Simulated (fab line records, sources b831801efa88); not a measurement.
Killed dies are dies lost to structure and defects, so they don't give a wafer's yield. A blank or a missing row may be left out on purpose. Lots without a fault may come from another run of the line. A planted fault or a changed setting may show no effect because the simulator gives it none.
fab line records | flow sfq_line
record lots=6 wafers=18 last_day=82
route steps=325 shown JJ@193 M5@198
lots that met no fault: from a run of the same line without faults
start_h: hours from the record's first day to the start of the lot's first wafer shown | wait_h: hours since the lot's step before | " the same as in the row above | L1.1+2: a row that stands for several wafers | - no value, or no start given | * or withheld: withheld | < > ~ a bound
route shown NAME@n: a module of which the file shows steps, and the number in the route of the first | usual: mean/standard deviation of fault-free wafers | same: alike in all rows | chamber/n: place in a boat | sites: the reading at each site | _std_site: their standard deviation | _edge_site: outer sites' mean less inner sites' | radius_mm: how far each site lies from the wafer's centre | mask NAME#n: copy n | behind: the tool/chamber that last shaped the wafer | hold: why the lot was held/for how many hours/how that ended | device: the transistor (n, p or np) that didn't switch | end of line: the same wafers' tests at the end of the route | a step without rows: its recipe alone | killed: dies lost to structure and defects at the first sort, not the wafer's yield | map: a wafer's dies, x killed, . not, _ none there
set.NAME: the setting as run; set.NAME@STEP: as run at that earlier step | model.NAME: the simulator's own value behind a step, which no gauge read
lots at some steps of the route; a table a step, a row a wafer
services: from which hour (start_h, from the record's first day; less than 0 if before it) a tool's chamber was out of use, for how many hours, and why
## steps
# step SFQ_TRILAYER_JJ_CE_BARC_OPEN_RIE_150
# recipe mask_material=PR chemistry=O2 target_depth_nm=240 target=BARC icp_w=600 bias_w=80 pressure_mtorr=10 time_s=80
# usual drypump_motor_current_A=5.41/0.28 oes_product_au=0.537/0.0048
# columns lot.wafer tool chamber start_h wait_h drypump_motor_current_A oes_product_au rf_hours_counter_h
L133.3 rie_metal-02 1 1304.66 0.6 5.89 0.534 -
L133.4 " 0 " " 5.64 0.535 -
L133.6 " 1 " " 5.87 0.540 -
L134.3 rie_metal-04 1 1305.86 0.6 5.18 0.540 -
L134.4 " 0 " " 5.53 0.548 -
L134.5 " 1 " " 5.16 0.535 -
L140.2 rie_metal-02 1 1444.71 0.8 5.90 0.547 68
L140.4 " 1 " " 5.89 0.538 -
L140.6 " 1 " " 5.86 0.531 -
L141.2 rie_metal-04 0 1459.11 0.8 5.48 0.540 49
L141.3 " 1 " " 5.20 0.539 -
L141.4 " 0 " " 5.51 0.543 -
L149.2 rie_metal-03 1 1585.76 0.8 5.70 0.545 51
L149.4 " 0 " " 5.00 0.546 -
L149.6 " 0 " " 5.02 0.542 -
L151.1 rie_metal-02 1 1600.58 1.0 5.89 0.538 92
L151.3 " 0 " " 5.64 0.544 -
L151.5 " 0 " " 5.65 0.534 -
# step SFQ_TRILAYER_JJ_CE_ETCH_RIE_118
# recipe target=Nb stop_on=Al2O3 mask_material=PR taper_deg=13.257 over_etch_frac=0.15 time_s=97.7 chemistry=SF6 target_depth_nm=170 icp_w=600 bias_w=80 pressure_mtorr=10
# usual drypump_motor_current_A=5.41/0.28 oes_product_au=0.988/0.0084
# columns lot.wafer tool chamber start_h wait_h drypump_motor_current_A oes_product_au rf_hours_counter_h
L133.3 rie_metal-02 1 1304.75 0.1 5.89 0.986 -
L133.4 " 0 " " 5.62 0.989 -
L133.6 " 1 " " 5.90 0.996 -
L134.3 rie_metal-04 1 1305.95 0.1 5.20 0.992 -
L134.4 " 0 " " 5.50 0.993 -
L134.5 " 1 " " 5.20 1.004 -
L140.2 rie_metal-02 1 1444.80 0.1 5.90 0.985 69
L140.4 " 1 " " 5.88 0.990 -
L140.6 " 1 " " 5.90 0.983 -
L141.2 rie_metal-04 0 1459.20 0.1 5.49 0.985 49
L141.3 " 1 " " 5.19 0.997 -
L141.4 " 0 " " 5.54 0.982 -
L149.2 rie_metal-03 1 1585.86 0.1 5.68 0.983 51
L149.4 " 0 " " 5.01 0.990 -
L149.6 " 0 " " 5.03 0.994 -
L151.1 rie_metal-02 1 1600.68 0.1 5.89 0.970 92
L151.3 " 0 " " 5.64 0.988 -
L151.5 " 0 " " 5.64 0.988 -
# step SFQ_TRILAYER_JJ_ANODIZE_ANODIZE_119
# recipe current_density_ma_cm2=withheld end_current_density_ma_cm2=withheld bath_temp_c=withheld
# step SFQ_TRILAYER_JJ_CE_STRIP_STRIP_120
# recipe gas=O2 power_w=200 platen_temp_c=40 overash_fraction=0.65 chemistry=O2 pressure_mtorr=50
# usual drypump_motor_current_A=5.5/0.31 oes_product_au=0.997/0.013
# columns lot.wafer tool chamber start_h wait_h drypump_motor_current_A oes_product_au rf_hours_counter_h
L133.3 rie_metal-03 0 1305.52 0.2 5.0 0.999 -
L133.4 " 1 " " 5.7 0.984 -
L133.6 " 1 " " 5.7 0.974 -
L134.3 rie_metal-03 1 1306.72 0.2 5.7 0.972 -
L134.4 " 0 " " 5.0 1.007 -
L134.5 " 0 " " 5.0 1.013 -
L140.2 rie_metal-03 0 1445.41 0.0 5.0 1.015 45
L140.4 " 0 " " 5.0 1.016 -
L140.6 " 1 " " 5.7 0.988 -
L141.2 rie_metal-03 1 1459.81 0.0 5.6 0.978 31
L141.3 " 1 " " 5.7 0.985 -
L141.4 " 0 " " 5.0 1.011 -
L149.2 rie_metal-02 1 1586.51 0.0 5.9 0.974 90
L149.4 " 1 " " 5.9 0.981 -
L149.6 " 0 " " 5.6 0.997 -
L151.1 rie_metal-02 1 1601.28 0.0 5.9 0.985 92
L151.3 " 0 " " 5.6 1.001 -
L151.5 " 0 " " 5.6 0.996 -
# step SFQ_TRILAYER_JJ_CE_STRIP_SOLV_CLEAN_121
# recipe chemistry=NMP temp_c=70 time_s=600
# step SFQ_TRILAYER_M5_LITHO_COAT_128
# recipe resist=BARC spin_rpm=3000 resist_thk_nm=62
# step SFQ_TRILAYER_M5_LITHO_COAT_123
# recipe resist=KrF spin_rpm=3000 resist_thk_nm=600
# step SFQ_TRILAYER_M5_LITHO_SOFTBAKE_127
# recipe temp_c=withheld time_s=withheld resist=KrF
# step SFQ_TRILAYER_M5_LITHO_EXPOSE_124
# recipe mask_id=M5 na=0.6 source_shape=conventional sigma_outer=0.65 target_cd_nm=700 dose_mj=14.4
# step SFQ_TRILAYER_M5_LITHO_PEB_126
# recipe peb_temp_c=115 peb_time_s=60 resist=KrF
# step SFQ_TRILAYER_M5_LITHO_DEVELOP_125
# recipe time_s=60 resist=KrF
# step SFQ_M5_OVL_MEAS_932
# usual M5_OVL=1/5.1
# columns lot.wafer tool chamber start_h wait_h M5_OVL[nm]
L133.3 overlay-02 - 1314.20 0.1 -7
L133.4 " - " " -2
L133.6 " - " " -1
L134.3 overlay-02 - 1315.40 0.1 -4
L134.4 " - " " 0
L134.5 " - " " -1
L140.2 overlay-01 - 1449.65 0.1 2
L140.4 " - " " 0
L140.6 " - " " 1
L141.2 overlay-02 - 1477.05 0.1 -15
L141.3 " - " " -7
L141.4 " - " " -11
L149.2 overlay-02 - 1666.03 0.1 -2
L149.4 " - " " 1
L149.6 " - " " -3
L151.1 overlay-01 - 1684.02 0.1 3
L151.3 " - " " -1
L151.5 " - " " 10
# step SFQ_TRILAYER_M5_BARC_OPEN_METAL_ETCH_161
# recipe mask_material=PR chemistry=O2 target_depth_nm=125 target=BARC icp_w=600 bias_w=80 pressure_mtorr=10 time_s=41.7
# usual drypump_motor_current_A=5.5/0.37 oes_product_au=0.685/0.0048 rf_fwd_power_W=594.0/2.7
# columns lot.wafer tool chamber start_h wait_h drypump_motor_current_A oes_product_au rf_fwd_power_W rf_hours_counter_h model.KrF_of_TRILAYER_M5_LITHO_COAT_123.thk_nm
L133.3 rie_metal-03 0 1314.25 0.0 5.0 0.680 595.3 - 524.7
L133.4 " 1 " " 5.7 0.688 595.0 - 525.7
L133.6 " 0 " " 5.0 0.681 594.6 - 524.9
L134.3 rie_metal-02 0 1315.45 0.0 5.7 0.682 591.4 - 525
L134.4 " 1 " " 5.9 0.687 595.6 - 522.4
L134.5 " 0 " " 5.6 0.685 588.5 - 522.8
L140.2 rie_metal-03 0 1449.68 0.0 5.0 0.683 839.5 46 503.5
L140.4 " 1 " " 5.7 0.679 594.6 - 525.6
L140.6 " 1 " " 5.6 0.684 594.2 - 526.2
L141.2 rie_metal-03 0 1477.08 0.0 5.0 0.688 833.3 50 503.7
L141.3 " 1 " " 5.7 0.677 595.8 - 523.2
L141.4 " 0 " " 5.0 0.687 835.0 - 502.9
L149.2 rie_metal-02 0 1666.06 0.0 5.7 0.682 588.3 85 521.6
L149.4 " 1 " " 5.9 0.684 601.4 - 524.8
L149.6 " 1 " " 5.9 0.685 597.0 - 521.7
L151.1 rie_metal-01 0 1684.06 0.0 5.4 0.677 595.4 16 523.1
L151.3 " 1 " " 6.1 0.684 592.2 - 520.2
L151.5 " 1 " " 6.1 0.679 593.0 - 524.3
# step SFQ_TRILAYER_M5_ETCH_METAL_ETCH_126
# recipe target=Nb stop_on=SiO2 mask_material=PR over_etch_frac=0.15 time_s=203.2 chemistry=Cl2/BCl3 target_depth_nm=265 icp_w=600 bias_w=80 pressure_mtorr=10
# usual drypump_motor_current_A=5.5/0.37 oes_product_au=0.729/0.0065 rf_fwd_power_W=598.1/2
# columns lot.wafer tool chamber start_h wait_h drypump_motor_current_A oes_product_au rf_fwd_power_W rf_hours_counter_h model.KrF_of_TRILAYER_M5_LITHO_COAT_123.thk_nm
L133.3 rie_metal-03 0 1314.35 0.1 5.0 0.731 598.1 - 368.3
L133.4 " 1 " " 5.7 0.727 595.7 - 376.4
L133.6 " 0 " " 5.0 0.730 596.6 - 369.2
L134.3 rie_metal-02 0 1315.55 0.1 5.6 0.729 596.5 - 373
L134.4 " 1 " " 5.9 0.722 598.6 - 368.8
L134.5 " 0 " " 5.6 0.727 597.8 - 371.7
L140.2 rie_metal-03 0 1449.74 0.0 5.0 0.738 600.5 46 346.4
L140.4 " 1 " " 5.7 0.743 599.3 - 377
L140.6 " 1 " " 5.7 0.721 600.8 - 376.7
L141.2 rie_metal-03 0 1477.14 0.0 5.0 0.741 598.3 50 350.7
L141.3 " 1 " " 5.7 0.730 594.8 - 375.8
L141.4 " 0 " " 5.0 0.723 598.9 - 349.8
L149.2 rie_metal-02 0 1666.12 0.0 5.7 0.732 594.9 85 365.3
L149.4 " 1 " " 5.9 0.734 599.7 - 371.6
L149.6 " 1 " " 5.9 0.730 597.0 - 370.6
L151.1 rie_metal-01 0 1684.12 0.0 5.3 0.731 597.3 16 376.2
L151.3 " 1 " " 6.1 0.729 597.9 - 369.1
L151.5 " 1 " " 6.1 0.735 599.5 - 373.6
# step SFQ_TRILAYER_M5_STRIP_STRIP_127
# recipe gas=O2 power_w=200 platen_temp_c=40 overash_fraction=0.65 chemistry=O2 pressure_mtorr=50
# usual drypump_motor_current_A=5.5/0.37 oes_product_au=0.993/0.016
# columns lot.wafer tool chamber start_h wait_h drypump_motor_current_A oes_product_au rf_hours_counter_h
L133.3 rie_metal-03 0 1314.68 0.3 5.0 1.017 -
L133.4 " 1 " " 5.7 0.974 -
L133.6 " 0 " " 5.0 1.015 -
L134.3 rie_metal-02 0 1315.88 0.3 5.6 0.994 -
L134.4 " 1 " " 5.9 1.003 -
L134.5 " 0 " " 5.6 0.991 -
L140.2 rie_metal-03 0 1449.94 0.1 5.0 1.022 46
L140.4 " 1 " " 5.7 0.987 -
L140.6 " 1 " " 5.7 0.983 -
L141.2 rie_metal-03 0 1477.34 0.1 5.0 1.005 51
L141.3 " 1 " " 5.7 0.980 -
L141.4 " 0 " " 5.0 0.999 -
L149.2 rie_metal-02 0 1666.31 0.1 5.6 1.009 85
L149.4 " 1 " " 5.9 0.995 -
L149.6 " 1 " " 5.9 0.993 -
L151.1 rie_metal-01 0 1684.31 0.1 5.3 0.976 16
L151.3 " 1 " " 6.0 0.996 -
L151.5 " 1 " " 6.1 0.977 -
## services
# columns tool chamber start_h hours kind
rie_metal-02 - 1324.52 1.4 pm
rie_metal-02 0 1361.30 8.1 repair
rie_metal-03 - 1366.06 1.4 pm
rie_metal-01 1 1372.04 4.8 repair
rie_metal-01 0 1390.89 7.9 repair
rie_metal-01 - 1477.19 1.0 repair
rie_metal-02 1 1487.13 19.3 repair
rie_metal-01 - 1494.21 0.3 repair
rie_metal-01 0 1543.38 - clean
rie_metal-01 0 1543.38 - consumable_replace:focus_ring
rie_metal-01 0 1543.38 20.0 scheduled_down
rie_metal-01 0 1543.38 20.0 vent_cycle
rie_metal-04 1 1552.43 3.7 repair
rie_metal-04 0 1600.27 8.1 repair
rie_metal-02 - 1626.85 2.8 pm
## key
first_sign step=SFQ_TRILAYER_M5_BARC_OPEN_METAL_ETCH_161 reading=rf_fwd_power_W direction=up sigmas=89 usual=594.0 struck=835.9
effect none on later readings
model_effect step=SFQ_TRILAYER_M5_BARC_OPEN_METAL_ETCH_161 value=KrF_of_TRILAYER_M5_LITHO_COAT_123.thk_nm without=521.9 struck=503.4
model_effect step=SFQ_TRILAYER_M5_ETCH_METAL_ETCH_126 value=KrF_of_TRILAYER_M5_LITHO_COAT_123.thk_nm without=367.5 struck=348.9
met_at SFQ_TRILAYER_M5_BARC_OPEN_METAL_ETCH_161
struck_wafers L140.2,L141.2,L141.4
onset_between 1314.25 1449.68
fault kind=process_parameter_drift tool=rie_metal-03 chamber=0 onset_h=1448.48 steps=SFQ_TRILAYER_M5_BARC_OPEN_METAL_ETCH_161 channel=icp_w offset=240 shape=step end_h=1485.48 acts_in=these_recipes_only stated=600
